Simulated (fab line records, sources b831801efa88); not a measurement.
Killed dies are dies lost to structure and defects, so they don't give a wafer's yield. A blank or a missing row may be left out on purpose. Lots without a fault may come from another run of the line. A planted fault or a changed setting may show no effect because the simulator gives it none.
A struck lot beside a sound one | flow sky130 | 43 steps out of a route of 708
Sound: wafers L389.2, L389.4, L389.5. Struck: wafers L397.1, L397.4, L397.5. The cause comes at the end.
At each step with rows: each side's tool, then ch and its chambers, then its first start. Under that, the readings that differ: sound wafers | struck wafers | difference of the means | sigmas: that difference in standard deviations of wafers without a fault.
alike: readings whose means differ by less than 2 such deviations, and words and numbers that are the same on both sides. not compared: withheld readings, readings that some wafer has no value for, bounds like >300 that may hide the same value, and numbers for which the record gives no deviation and whose values overlap.
The two part at a step that has a row with sigmas, a row that says differs or no value, or rows on one side only. Numbers that don't overlap but have no deviation are shown without sigmas and don't part them. A reading that every wafer of one side lacks parts them only if that side has two wafers or more.

first, 1 step without rows for these wafers: SKY_FIELD_ISO_DEVELOP_12 (develop time 60 s).
SKY_FIELD_ISO_CD_MEAS_13: target cd 150 nm.
  sound on cd_sem-01, day 2 09:42; struck on cd_sem-02, day 4 03:18
  alike: cd_nm
SKY_FIELD_ISO_ETCH_14: etches BARC in N2/H2, stops on SiO2, time 45.9 s, target depth 60 nm.
  sound on rie_diel-01 ch 1,2, day 2 09:48; struck on rie_diel-01 ch 0,2,3, day 4 03:25
  alike: drypump_motor_current_A, oes_product_au, throttle_valve_pct
  not compared: rf_hours_counter_h
SKY_FIELD_ISO_ETCH_15: etches the open film in CHF3/O2, stops on Si, target depth 180 nm, time 72 s.
  sound on rie_diel-01 ch 1,2, day 2 09:51; struck on rie_diel-01 ch 0,2,3, day 4 03:28
  alike: drypump_motor_current_A, oes_product_au, throttle_valve_pct
  not compared: rf_hours_counter_h
SKY_FIELD_ISO_STRIP_16: strips in O2/N2.
  sound on plasma_asher-03 ch 0,1, day 2 09:54; struck on plasma_asher-02 ch 0,1, day 4 03:31
  reading                      | sound          | struck         | difference | sigmas
  strip_time_to_endpoint_s (s) | 3.64 3.56 3.64 | 3.49 3.51 3.54 | -0.10      | -2
  alike: drypump_motor_current_A, oes_product_au
  not compared: rf_hours_counter_h
SKY_FIELD_ISO_ETCH_17: etches Si in HBr/Cl2/O2, target depth 342 nm, time 97.7 s.
  sound on rie_si-01 ch 2,3, day 2 10:00; struck on rie_si-02 ch 0,1, day 4 03:37
  alike: HBr_flow_sccm, drypump_motor_current_A, oes_product_au, throttle_valve_pct
  not compared: rf_hours_counter_h
then, 5 steps without rows for these wafers: SKY_FIELD_ISO_WET_ETCH_18 (etches Si3N4 in H3PO4, target depth 25 nm, time 286 s); SKY_FIELD_ISO_CLEAN_19 (cleans in SC1/SC2, time 150 s); SKY_FIELD_ISO_CLEAN_20 (cleans in dHF, time 20 s); SKY_FIELD_ISO_WET_ETCH_21 (etches SiO2 in dHF, target depth 20 nm, time 400 s); SKY_FIELD_ISO_OXIDATION_22 (stabilise 600 s, purge 300 s, target thk 10 nm).
SKY_FIELD_ISO_THK_MEAS_23:
  sound on film_metro-01, day 2 11:58; struck on film_metro-01, day 4 05:08
  alike: FIELD_ISO_OXIDATION_01_THK
SKY_FIELD_ISO_CVD_24: deposits SiO2, target thk 595 nm, time 99.2 s.
  sound on hdpcvd-01 ch 0,2, day 2 12:01; struck on hdpcvd-02 ch 0,1,2, day 4 05:11
SKY_FIELD_ISO_THK_MEAS_25:
  sound on film_metro-01, day 2 12:06; struck on film_metro-03, day 4 05:16
  alike: FIELD_ISO_CVD_24_THK
then, 7 steps without rows for these wafers: SKY_FIELD_ISO_ANNEAL_26 (time 1800 s); SKY_FIELD_ISO_CMP_27 (polishes, stops on Si3N4, t overpolish 16 s, target thk 457.8 nm); SKY_FIELD_ISO_WET_ETCH_28 (etches SiO2 in dHF, target depth 23.7 nm, time 47 s); SKY_FIELD_ISO_WET_ETCH_29 (etches Si3N4 in H3PO4, target depth 160 nm, time 1825 s); SKY_FIELD_ISO_WET_ETCH_30 (etches SiO2 in dHF, target depth 25 nm, time 50 s); SKY_NWELL_CLEAN_00 (cleans in SC1/SC2, time 150 s); SKY_NWELL_OXIDATION_01 (stabilise 600 s, purge 300 s, target thk 10 nm).
SKY_NWELL_THK_MEAS_02:
  sound on film_metro-01, day 2 18:16; struck on film_metro-01, day 4 11:38
  alike: NWELL_OXIDATION_THK
then, 8 steps without rows for these wafers: SKY_DNWELL_DEHYDRATE_00 (time 60 s); SKY_DNWELL_HMDS_01 (prime time 60 s); SKY_DNWELL_COAT_02 (resist thk 3000 nm); SKY_DNWELL_SOFTBAKE_03; SKY_DNWELL_EXPOSE_04 (exposes mask DNM, target cd 3000 nm); SKY_DNWELL_PEB_05; SKY_DNWELL_DEVELOP_06 (develop time 60 s); SKY_DNWELL_IMPLANT_07.
SKY_DNWELL_STRIP_08: strips in O2/N2.
  sound on plasma_asher-01 ch 1, day 3 09:45; struck on plasma_asher-04 ch 0,1, day 5 04:57
  alike: drypump_motor_current_A, oes_product_au, strip_time_to_endpoint_s
  not compared: rf_hours_counter_h
SKY_DNWELL_TW_MEAS_09:
  sound on film_metro-02, day 3 09:52; struck on film_metro-04, day 5 05:03
  alike: DNWELL_TW
then, 7 steps without rows for these wafers: SKY_PWDE_DEHYDRATE_00 (time 60 s); SKY_PWDE_HMDS_01 (prime time 60 s); SKY_PWDE_COAT_02 (resist thk 3000 nm); SKY_PWDE_SOFTBAKE_03; SKY_PWDE_EXPOSE_04 (exposes mask PWDEM, target cd 840 nm); SKY_PWDE_PEB_05; SKY_PWDE_DEVELOP_06 (develop time 60 s).
SKY_PWDE_OVL_MEAS_07:
  sound on overlay-01, day 4 01:35; struck on overlay-02, day 5 22:23
  alike: PWDE_OVL
then, 2 steps without rows for these wafers: SKY_PWDE_IMPLANT_08; SKY_PWDE_STRIP_09 (strips in O2/N2).
-- the record jumps here: 42 days lie between the struck wafers' starts before and after (it left off in module PWDE and takes up again in module PAD_OPEN, whose first step shown is number 708 of the route) --
SKY_PAD_OPEN_PROBE_99:
  the record has rows for the struck wafers here (prober-01, day 48 00:54) and none for the sound ones

WHERE THEY PART
First at SKY_FIELD_ISO_STRIP_16; last, within this record, at SKY_PAD_OPEN_PROBE_99.

WHY: what the simulator had put in
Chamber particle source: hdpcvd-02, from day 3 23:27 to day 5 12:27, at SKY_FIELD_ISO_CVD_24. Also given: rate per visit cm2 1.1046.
